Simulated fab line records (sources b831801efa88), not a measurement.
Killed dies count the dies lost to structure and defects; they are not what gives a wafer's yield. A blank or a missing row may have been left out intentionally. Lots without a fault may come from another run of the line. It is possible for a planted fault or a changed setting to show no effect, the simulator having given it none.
The tool behind it: which one?    flow sky130    Sampling: 10 lots, 30 wafers, 5 of 708 route steps

== WHAT THE GAUGES READ, wafer by wafer ==
SKY_CONTACT_OVL_MEAS_15.
lot   measured      on          CONTACT_OVL (nm)
L213  day 32 16:14  overlay-01  15 2 6
L216  day 33 06:43  overlay-02  -9 -5 -2
L217  day 33 23:38  overlay-01  -5 2 -4
L219  day 34 10:14  overlay-02  0 0 -3
L225  day 36 02:17  overlay-02  -4 -6 -2
L228  day 37 02:10  overlay-01  -1 -5 0
L231  day 37 19:29  overlay-01  12 3 13
L232  day 38 04:26  overlay-02  6 4 0
L233  day 38 06:29  overlay-01  5 8 10
L234  day 38 18:17  overlay-01  10 19 15

SKY_CONTACT_RS_MEAS_25: a four-point-probe measurement.
lot   measured      on             CONTACT_W_RS (ohm/sq)
L213  day 32 17:10  film_metro-01  0.337 0.339 0.333
L216  day 33 07:40  film_metro-02  0.344 0.336 0.348
L217  day 34 00:37  film_metro-04  0.341 0.329 0.338
L219  day 34 11:13  film_metro-01  0.331 0.344 0.335
L225  day 36 03:17  film_metro-04  0.344 0.342 0.341
L228  day 37 03:06  film_metro-01  0.341 0.342 0.342
L231  day 37 20:25  film_metro-04  0.438 0.452 0.449
L232  day 38 05:22  film_metro-04  0.344 0.348 0.346
L233  day 38 07:26  film_metro-04  0.433 0.438 0.451
L234  day 38 19:14  film_metro-02  0.337 0.343 0.342

SKY_CONTACT_THK_MEAS_26: measures by xrf.
lot   measured      on             CONTACT_W_THK (nm)
L213  day 32 17:17  film_metro-01  332 328 333
L216  day 33 07:47  film_metro-02  324 332 322
L217  day 34 00:42  film_metro-04  334 347 335
L219  day 34 11:19  film_metro-01  336 327 335
L225  day 36 03:23  film_metro-04  334 336 338
L228  day 37 03:13  film_metro-01  328 325 327
L231  day 37 20:32  film_metro-04  260 255 256
L232  day 38 05:29  film_metro-04  327 322 326
L233  day 38 07:32  film_metro-04  260 257 252
L234  day 38 19:21  film_metro-02  333 328 329

== EACH LOT AND THE TOOL THAT RAN IT (in order: tool; ch and the chambers of the sampled wafers; start) ==
lot   SKY_LOCAL_INTERCONNECT_METAL_ETCH_14  SKY_CONTACT_CVD_24
L213  rie_metal-04 ch 0,1, day 31 11:35     cvd_w-01 ch 0,1, day 32 17:03
L216  rie_metal-03 ch 0,1, day 32 02:40     cvd_w-01 ch 0,1, day 33 07:32
L217  rie_metal-03 ch 0,1, day 32 19:50     cvd_w-01 ch 0,1, day 34 00:29
L219  rie_metal-03 ch 0,1, day 33 06:44     cvd_w-01 ch 0,1, day 34 11:05
L225  rie_metal-02 ch 0,1, day 34 22:29     cvd_w-02 ch 0,1, day 36 03:11
L228  rie_metal-04 ch 0, day 35 22:53       cvd_w-02 ch 0, day 37 02:59
L231  rie_metal-02 ch 0,1, day 36 15:35     cvd_w-01 ch 0,1, day 37 20:18
L232  rie_metal-02 ch 0,1, day 37 01:21     cvd_w-02 ch 0,1, day 38 05:15
L233  rie_metal-03 ch 0,1, day 37 03:37     cvd_w-01 ch 0,1, day 38 07:20
L234  rie_metal-03 ch 0,1, day 37 15:56     cvd_w-02 ch 0,1, day 38 19:07
- SKY_LOCAL_INTERCONNECT_METAL_ETCH_14: etches TiN in Cl2/BCl3, stops on PSG, target depth 110 nm, time 31.4 s.
- SKY_CONTACT_CVD_24: deposits W, target thk 340 nm, time 102.12 s.

== WHAT THE TOOLS THEMSELVES READ (means of the sampled wafers that have a number; where no wafer has one, the mark that the record gives instead) ==
SKY_LOCAL_INTERCONNECT_METAL_ETCH_14.
lot   tool          drypump_motor_current_A (A)  mfc_cl2_sccm (sccm)  oes_product_au (a.u.)  throttle_valve_pct (%)
L213  rie_metal-04  5.5                          59.88                0.931                  21.904
L216  rie_metal-03  6.4                          59.80                0.946                  21.884
L217  rie_metal-03  6.2                          59.97                0.948                  21.898
L219  rie_metal-03  6.3                          60.10                0.946                  21.888
L225  rie_metal-02  5.5                          60.03                0.936                  21.905
L228  rie_metal-04  5.2                          60.00                0.946                  21.896
L231  rie_metal-02  5.4                          60.11                0.944                  21.904
L232  rie_metal-02  5.5                          59.99                0.946                  21.898
L233  rie_metal-03  6.3                          59.87                0.939                  21.895
L234  rie_metal-03  6.4                          59.88                0.939                  21.913

SKY_CONTACT_CVD_24.
lot   tool      chamber_pressure_Torr (Torr)  heater_power_outer_w (W)  heater_power_w (W)
L213  cvd_w-01  39.96                         460                       726
L216  cvd_w-01  40.01                         466                       715
L217  cvd_w-01  39.99                         473                       722
L219  cvd_w-01  39.92                         509                       777
L225  cvd_w-02  40.05                         519                       859
L228  cvd_w-02  40.04                         635                       1019
L231  cvd_w-01  39.96                         474                       722
L232  cvd_w-02  39.97                         524                       866
L233  cvd_w-01  39.94                         515                       779
L234  cvd_w-02  39.99                         523                       866

== THE ANSWER, worked out from the rows above alone ==
Rule: the lots themselves supply what counts as usual. The widest of any qualifying gaps counts: lots, ordered by their means at a reading, are off when they make up no more than a third of the lots, leave a main group of 4 or more, and stand apart from it by 3 or more times the standard deviation of that group's means. A main group is skipped when, at the precision printed for the reading in the tables above, its means are all equal. A lot without any number at a reading at which 4 lots or more have one is off too. The other lots that the step has rows for count as sound. Order of review: gauges by route order, followed by the tools' own readings, for which a lot's mean as printed above is used. The first step at which some lot is off is used, and at that step the reading that is off furthest; a lot without a number counts as furthest.
Off: L231, L233, seen at SKY_CONTACT_RS_MEAS_25 (CONTACT_W_RS). The main group: mean 0.340 ohm/sq, standard deviation 0.0034.
If a tool, at a process step before that reading, ran all the lots that are off and no sound lot after the first of them, it fits. Gauges at SKY_CONTACT_RS_MEAS_25: tried the same way as those tools. One fits: cvd_w-01 at SKY_CONTACT_CVD_24. A fault onset in the window from L219 (day 34 11:05, its last sound lot) to L231 (day 37 20:18, its first lot off) fits.

== WHAT HAD BEEN PUT IN BY THE SIMULATOR ==
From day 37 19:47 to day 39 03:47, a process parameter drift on cvd_w-01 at SKY_CONTACT_CVD_24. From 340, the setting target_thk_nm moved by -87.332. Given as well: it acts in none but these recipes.
Shown lots that were struck: L231, L233. The rule above found the same.
